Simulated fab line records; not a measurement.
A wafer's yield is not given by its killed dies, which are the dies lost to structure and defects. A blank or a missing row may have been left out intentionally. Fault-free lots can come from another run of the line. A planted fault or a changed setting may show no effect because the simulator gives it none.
Chamber matching :: flow gf180mcu :: GF_V3_CVD_02 on pecvd-04: 3 sister chambers
The step deposits SiO2 from TEOS, target thk 850 nm, time 94.851 s. 16 wafers are shown with their chamber, then 8 later ones without.

== WAFERS, EACH WITH ITS CHAMBER ==
wafer: L077.1
chamber: 0
heater-power-w (W): 800

wafer: L077.3
chamber: 1
heater-power-w (W): 563

wafer: L077.5
chamber: 0
heater-power-w (W): 810

wafer: L083.1
chamber: 1
heater-power-w (W): 628

wafer: L083.3
chamber: 0
heater-power-w (W): 770

wafer: L083.6
chamber: 2
heater-power-w (W): 692

wafer: L087.2
chamber: 1
heater-power-w (W): 583

wafer: L087.3
chamber: 0
heater-power-w (W): 823

wafer: L087.5
chamber: 2
heater-power-w (W): 568

wafer: L090.1
chamber: 2
heater-power-w (W): 622

wafer: L090.3
chamber: 1
heater-power-w (W): 582

wafer: L090.6
chamber: 2
heater-power-w (W): 665

wafer: L091.1
chamber: 1
heater-power-w (W): 550

wafer: L091.3
chamber: 0
heater-power-w (W): 844

wafer: L091.6
chamber: 0
heater-power-w (W): 688

wafer: L092.4
chamber: 0
heater-power-w (W): 827

SIGNATURES (averages over the wafers above)
reading: heater-power-w
chamber 0: 794.57
chamber 1: 581.20
chamber 2: 636.75
scatter within a chamber: 47.1
Rule: for a wafer and a chamber, the distance is found by dividing, reading by reading, the gap between the wafer's reading and the chamber's mean by the reading's scatter, squaring, summing and taking the root. The wafer belongs to the nearest chamber; if the next one is less than 2 further off, it can't be placed. How the scatter is found: for the shown wafers, subtract from each reading the mean of its chamber, square and add these, divide the total by (wafers less chambers), then take the root.

== WAFERS WITH NO CHAMBER GIVEN ==
wafer: L092.5
heater-power-w (W): 722

wafer: L092.6
heater-power-w (W): 494

wafer: L096.2
heater-power-w (W): 863

wafer: L096.5
heater-power-w (W): 670

wafer: L096.6
heater-power-w (W): 574

wafer: L097.1
heater-power-w (W): 803

wafer: L097.4
heater-power-w (W): 712

wafer: L097.6
heater-power-w (W): 499

== THE CHAMBER EACH PASSED THROUGH ==
wafer: L092.5
from the rows above: can't be placed: 0 or 2 or 1
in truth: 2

wafer: L092.6
from the rows above: can't be placed: 1 or 2
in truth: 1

wafer: L096.2
from the rows above: 0
in truth: 0

wafer: L096.5
from the rows above: can't be placed: 2 or 1 or 0
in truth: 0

wafer: L096.6
from the rows above: can't be placed: 1 or 2
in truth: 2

wafer: L097.1
from the rows above: 0
in truth: 0

wafer: L097.4
from the rows above: can't be placed: 2 or 0 or 1
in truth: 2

wafer: L097.6
from the rows above: can't be placed: 1 or 2
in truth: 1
Correctly placed: 2 of 8. Can't be placed from these rows: 6 (the true chamber is among the candidates in 6). Wrongly placed: 0.
